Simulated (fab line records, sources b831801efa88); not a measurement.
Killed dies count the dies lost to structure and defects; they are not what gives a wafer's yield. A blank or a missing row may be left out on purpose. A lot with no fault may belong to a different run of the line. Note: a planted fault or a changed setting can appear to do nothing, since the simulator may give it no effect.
Struck lot and sound lot, side by side    flow gf180mcu    18 steps out of a route of 602
Sound: wafers L669.3, L669.4, L669.5. Struck: wafer L681.6. (L681.2, L681.4 of the same lot were not struck and are left out.) The cause comes at the end.
For every step that has rows: the tool of each side, followed by ch and its chambers, followed by its first start. Under that, the readings that differ: sound wafers    struck wafers    difference of the means    sigmas: that difference in standard deviations of wafers without a fault.
alike: a reading whose means differ by less than 2 such deviations, as well as words and numbers matching on both sides. not compared: withheld readings; readings where some wafer has no value; bounds like >300 that might hide an equal value; numbers whose values overlap and for which the record gives no deviation.
The two part at a step that has a row with sigmas, a row that says differs or no value, or rows on one side only. Numbers that have no deviation but don't overlap get no sigmas and don't part them. A reading missing from all wafers of one side parts the sides only when that side holds two or more wafers.

first, 3 steps without rows for these wafers: GF_V4_EXPOSE_11 (exposes mask Via4, target cd 260 nm); GF_V4_PEB_12 (peb time 90 s); GF_V4_DEVELOP_13 (develop time 60 s).
GF_V4_CD_MEAS_14: target cd 260 nm.
  struck on cd-sem-01, day 31 00:10; sound on cd-sem-01, day 27 07:08
  alike: cd-nm
GF_V4_OVL_MEAS_15:
  struck on overlay-01, day 31 00:16; sound on overlay-01, day 27 07:13
  alike: V4_OVL
GF_V4_ETCH_16: etches BARC in N2/H2.
  sound on rie-diel-03 ch 1,2, day 27 07:15; struck on rie-diel-01 ch 3, day 31 00:18
  alike: drypump-motor-current-A, n2-flow-sccm, oes-product-au, throttle-valve-pct
then, 1 step without rows for these wafers: GF_V4_ETCH_17 (etches SiO2 in C4F8/O2/Ar, stops on TiN, target depth 630 nm).
GF_V4_STRIP_18: strips in O2/N2.
  sound on plasma-asher-04 ch 0,1, day 27 07:25; struck on plasma-asher-01 ch 0, day 31 00:25
reading            sound                 struck  difference  sigmas
platen-temp-c (C)  249.84 249.92 249.99  250.37  +0.45       +3
  alike: drypump-motor-current-A, heater-power-w, n2-flow-sccm, oes-product-au
  not compared: rf-hours-counter-h
then, 2 steps without rows for these wafers: GF_V4_STRIP_19 (strips in post etch residue remover, time 1200 s); GF_V4_CLEAN_20 (cleans in DIW).
GF_V4_SPUTTER_21: material Ti, target thk 15 nm, time 80.02 s.
  struck on pvd-sputter-02, day 31 00:58; sound on pvd-sputter-01, day 27 07:55
  alike: throttle-valve-pct
GF_V4_SPUTTER_22: material TiN, target thk 10 nm, time 40 s.
  struck on pvd-sputter-02, day 31 01:01; sound on pvd-sputter-01, day 27 07:58
  alike: throttle-valve-pct
GF_V4_CVD_23: deposits W, target thk 350 nm, time 104.9 s.
  sound on cvd-w-02 ch 0, day 27 08:05; struck on cvd-w-01 ch 1, day 31 01:04
reading                           sound              struck  difference  sigmas
model.W_of_V4_CVD_23.thk-nm (nm)  351.6 350.6 348.2  253.2   -96.9       
  alike: heater-power-w
GF_V4_RS_MEAS_24: the measuring method here is four-point-probe.
  struck on film-metro-03, day 31 01:29; sound on film-metro-01, day 27 08:16
reading           sound              struck  difference  sigmas
V4_W_RS (ohm/sq)  0.326 0.327 0.329  0.455   +0.128      +38
  not compared: hold
GF_V4_THK_MEAS_25: measures by xrf.
  struck on film-metro-03, day 31 03:11; sound on film-metro-01, day 27 08:22
reading        sound        struck  difference  sigmas
V4_W_THK (nm)  356 357 354  253     -103        -16
  not compared: hold
GF_V4_CMP_26: polishes, stops on SiO2, t overpolish 15 s, target thk 0 nm.
  sound on cmp-01 ch 1,2, day 27 08:25; struck on cmp-02 ch 0, day 31 04:41
reading                 sound     struck                    difference                    sigmas
hold                    - - -     await-dispo/1.2h/release  no value on the sound wafers  
time-to-endpoint-s (s)  85 82 82  55                        -28                           -8
  alike: motor-current-A
GF_MIM_SPUTTER_00: material Ti, target thk 37.5 nm, time 150 s.
  struck on pvd-sputter-01, day 31 04:59; sound on pvd-sputter-02, day 27 08:43
  alike: throttle-valve-pct
next, for these wafers, 1 step has no rows: GF_PASSIVATION_PROBE_99.

## WHERE THEY PART
Earliest at GF_V4_STRIP_18; latest, in this record, at GF_V4_CMP_26. Later steps at which nothing parts them and some readings are alike: GF_MIM_SPUTTER_00.

WHY: the cause the simulator had injected
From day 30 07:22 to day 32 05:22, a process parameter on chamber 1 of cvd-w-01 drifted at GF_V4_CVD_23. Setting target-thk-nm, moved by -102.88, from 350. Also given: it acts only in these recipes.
